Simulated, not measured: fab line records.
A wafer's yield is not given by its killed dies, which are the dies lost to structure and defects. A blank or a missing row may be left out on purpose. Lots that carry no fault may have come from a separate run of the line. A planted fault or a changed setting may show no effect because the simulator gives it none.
fab line records    flow sfqLine
record lots=5  wafers=15  lastDay=77
route steps=325 shown M0@29
lots that met no fault: from a run of the same line without faults
startH: hours from the record's first day to the start of the lot's first wafer shown    waitH: how many hours have passed since the lot's step before this one    " unchanged from the row above    L1.1+2: a row that stands for several wafers    - either no value or no given start    * or withheld: withheld    < > ~ a bound
route shown NAME@n: NAME is a module with steps in the file, n the number in the route of the first one    usual: average and standard deviation across the fault-free wafers    same: alike in all rows    chamber/n: place in a boat    sites: each site's reading    _std_site: standard deviation of those values    _edge_site: the outer-site mean with the inner-site mean subtracted    radiusMm: how far each site lies from the wafer's centre    mask NAME#n: copy n    behind: the last tool/chamber to shape the wafer    hold: reason for holding the lot/hours on hold/outcome of the hold    device: names the non-switching transistor (n, p or np)    end of line: the same wafers' tests at the end of the route    step lacking rows: just its recipe    killed: count of dies lost to structure and defects at first sort (not the wafer's yield)    map: the dies of a wafer, with x for killed, . for not killed, _ for no die there
set.NAME: the setting the step ran with; set.NAME@STEP: the setting that earlier step ran with    model.NAME: the simulator's own value behind a step, which no gauge read
lots seen at some steps along the route; tables by step, rows by wafer
services: when a tool's chamber went out of use (startH, in hours from the record's first day, below 0 if earlier), for how many hours, and the reason
## steps
# step SFQ_TRILAYER_M0_DEP_SPUTTER_019
# recipe material=Nb  basePressurePa=1.33e-06  chamberPressurePa=0.1333  substrateTempC=20  resputterCathodeVoltageV=400  targetThkNm=200  powerW=2000  timeS=133.3
# usual throttleValvePct=29.7/0.54
lot.wafer  tool           chamber  startH  waitH  throttleValvePct
L077.4     pvdSputter-05  -        127.42  0.0    30.6
L077.5     "              -        "       "      30.0
L077.6     "              -        "       "      30.5
L080.2     pvdSputter-06  -        144.30  0.0    28.3
L080.3     "              -        "       "      29.7
L080.6     "              -        "       "      28.1
L085.2     pvdSputter-04  -        173.10  0.0    28.6
L085.4     "              -        "       "      30.4
L085.6     "              -        "       "      30.5
L088.2     pvdSputter-05  -        188.60  0.0    30.1
L088.5     "              -        "       "      29.9
L088.6     "              -        "       "      29.8
L092.3     pvdSputter-04  -        218.40  0.0    30.2
L092.5     "              -        "       "      28.6
L092.6     "              -        "       "      30.2
# step SFQ_M0_RS_MEAS_904
# recipe thkMeasGauge=four-point-probe  reads=Nb_of_TRILAYER_M0_DEP_SPUTTER_019
# usual M0_NB_RS=0.884/0.012
lot.wafer  tool          chamber  startH  waitH  M0_NB_RS[ohm/sq]
L077.4     filmMetro-02  -        127.57  0.1    0.902
L077.5     "             -        "       "      0.877
L077.6     "             -        "       "      0.894
L080.2     filmMetro-03  -        144.41  0.1    0.879
L080.3     "             -        "       "      0.875
L080.6     "             -        "       "      0.882
L085.2     filmMetro-01  -        173.21  0.1    0.887
L085.4     "             -        "       "      0.886
L085.6     "             -        "       "      0.889
L088.2     filmMetro-03  -        188.71  0.1    0.865
L088.5     "             -        "       "      0.863
L088.6     "             -        "       "      0.879
L092.3     filmMetro-03  -        218.53  0.1    0.883
L092.5     "             -        "       "      0.892
L092.6     "             -        "       "      0.884
# step SFQ_TRILAYER_M0_LITHO_COAT_026
# recipe resist=BARC  spinRpm=3000  resistThkNm=62
lot.wafer   tool           chamber  startH  waitH
L077.4+5+6  lithoTrack-02  0        127.84  0.2
L080.2+3+6  lithoTrack-04  0        144.62  0.1
L085.2+4+6  lithoTrack-02  0        173.42  0.1
L088.2+5+6  lithoTrack-03  0        188.92  0.1
L092.3+5+6  lithoTrack-04  0        218.77  0.1
# step SFQ_TRILAYER_M0_LITHO_COAT_021
# recipe resist=KrF  spinRpm=3000  resistThkNm=600
lot.wafer   tool           chamber  startH  waitH
L077.4+5+6  lithoTrack-02  0        128.14  0.2
L080.2+3+6  lithoTrack-04  0        144.92  0.2
L085.2+4+6  lithoTrack-02  0        173.72  0.2
L088.2+5+6  lithoTrack-03  0        189.22  0.2
L092.3+5+6  lithoTrack-04  0        219.07  0.2
# step SFQ_TRILAYER_M0_LITHO_SOFTBAKE_025
# recipe tempC=withheld  timeS=withheld  resist=KrF
lot.wafer   tool           chamber  startH  waitH
L077.4+5+6  lithoTrack-02  0        128.37  0.2
L080.2+3+6  lithoTrack-04  0        145.20  0.2
L085.2+4+6  lithoTrack-02  0        174.00  0.2
L088.2+5+6  lithoTrack-03  0        189.49  0.2
L092.3+5+6  lithoTrack-04  0        219.32  0.2
# step SFQ_TRILAYER_M0_LITHO_EXPOSE_022
# recipe maskId=M0  na=0.6  sourceShape=conventional  sigmaOuter=0.65  targetCdNm=500  doseMj=14.4
lot.wafer   tool           chamber  startH  waitH  mask
L077.4+5+6  krfScanner-01  0        193.97  -      M0#0
L080.2+3+6  krfScanner-01  0        214.97  -      M0#0
L085.2+4+6  krfScanner-01  0        247.37  -      M0#0
L088.2+5+6  krfScanner-01  0        262.97  -      M0#0
L092.3+5+6  krfScanner-01  0        295.12  -      M0#0
# step SFQ_TRILAYER_M0_LITHO_PEB_024
# recipe pebTempC=115  pebTimeS=60  resist=KrF
lot.wafer   tool           chamber  startH  waitH
L077.4+5+6  lithoTrack-04  0        194.65  0.5
L080.2+3+6  lithoTrack-04  0        216.00  0.8
L085.2+4+6  lithoTrack-02  0        248.40  0.8
L088.2+5+6  lithoTrack-04  0        264.00  0.8
L092.3+5+6  lithoTrack-04  0        295.97  0.7
# step SFQ_TRILAYER_M0_LITHO_DEVELOP_023
# recipe timeS=60  resist=KrF
lot.wafer   tool           chamber  startH  waitH
L077.4+5+6  lithoTrack-04  0        194.80  0.1
L080.2+3+6  lithoTrack-04  0        216.15  0.1
L085.2+4+6  lithoTrack-02  0        248.55  0.1
L088.2+5+6  lithoTrack-04  0        264.15  0.1
L092.3+5+6  lithoTrack-04  0        296.12  0.1
## services
tool           chamber  startH  hours  kind
pvdSputter-05  -        104.97  1.6    repair
krfScanner-01  -        117.36  4.0    pm
krfScanner-01  -        138.18  1.3    pm
pvdSputter-06  -        163.95  7.1    repair
pvdSputter-04  -        179.91  0.5    repair
krfScanner-01  -        179.95  2.6    repair
pvdSputter-04  1        183.99  -      consumableReplace:kit
pvdSputter-04  1        183.99  18.0   scheduledDown
pvdSputter-04  1        183.99  18.0   ventCycle
pvdSputter-04  -        208.58  2.9    repair
krfScanner-01  -        213.77  1.0    pm
pvdSputter-05  -        213.91  6.9    repair
pvdSputter-04  -        255.45  4.5    repair
krfScanner-01  -        263.97  0.8    pm
pvdSputter-05  -        272.49  0.5    repair
pvdSputter-06  -        280.26  1.1    repair
## key
fault none
